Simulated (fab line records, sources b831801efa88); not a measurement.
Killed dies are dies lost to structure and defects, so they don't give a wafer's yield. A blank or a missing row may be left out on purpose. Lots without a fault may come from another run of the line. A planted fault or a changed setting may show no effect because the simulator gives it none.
Which tool did it? | flow gf180mcu | 13 lots, 39 wafers sampled, at 1 step of a route of 602

WHAT THE GAUGES READ, wafer by wafer
GF_VT_IMPLANT_TW_MEAS_10. Usual: VT_IMPLANT_TW 564, standard deviation 4.3.
lot  | measured     | on            | VT_IMPLANT_TW | flag
L636 | day 5 17:12  | film_metro-03 | 562 560 561   |
L638 | day 6 02:05  | film_metro-01 | 565 566 564   |
L639 | day 6 06:41  | film_metro-03 | 564 564 564   |
L641 | day 6 21:43  | film_metro-01 | 565 566 565   |
L642 | day 7 01:14  | film_metro-01 | 569 566 566   |
L649 | day 9 01:28  | film_metro-02 | 564 561 562   |
L651 | day 9 12:23  | film_metro-03 | 561 556 560   |
L652 | day 10 01:38 | film_metro-02 | 570 567 568   |
L654 | day 10 05:47 | film_metro-01 | 569 567 568   |
L655 | day 10 10:45 | film_metro-03 | 554 555 557   |
L656 | day 10 18:23 | film_metro-02 | 565 565 564   |
L657 | day 11 01:06 | film_metro-02 | 568 567 572   |
L659 | day 11 16:29 | film_metro-02 | 570 572 571   |

WHICH TOOL RAN EACH LOT (tool, then ch and the chambers of the sampled wafers, then the start)
The record holds no process step before these readings.

WHAT THE TOOLS THEMSELVES READ (means of the sampled wafers that have a number; where no wafer has one, the mark that the record gives instead)
The record holds no such reading with a usual standard deviation.

THE ANSWER, worked out from the rows above alone
Rule: a lot is off if the mean of its wafers that have a number lies more than 3 standard deviations from the usual mean. A lot without any number at a reading at which 4 lots or more have one is off too. The other lots that the step has rows for count as sound. The gauges are gone through in route order, then the tools' own readings, and for those a lot's mean is taken as printed above. The first step at which some lot is off is used, and at that step the reading that is off furthest; a lot without a number counts as furthest.
No lot is off at any reading shown: from this, nothing can be told.

WHAT THE SIMULATOR HAD PUT IN
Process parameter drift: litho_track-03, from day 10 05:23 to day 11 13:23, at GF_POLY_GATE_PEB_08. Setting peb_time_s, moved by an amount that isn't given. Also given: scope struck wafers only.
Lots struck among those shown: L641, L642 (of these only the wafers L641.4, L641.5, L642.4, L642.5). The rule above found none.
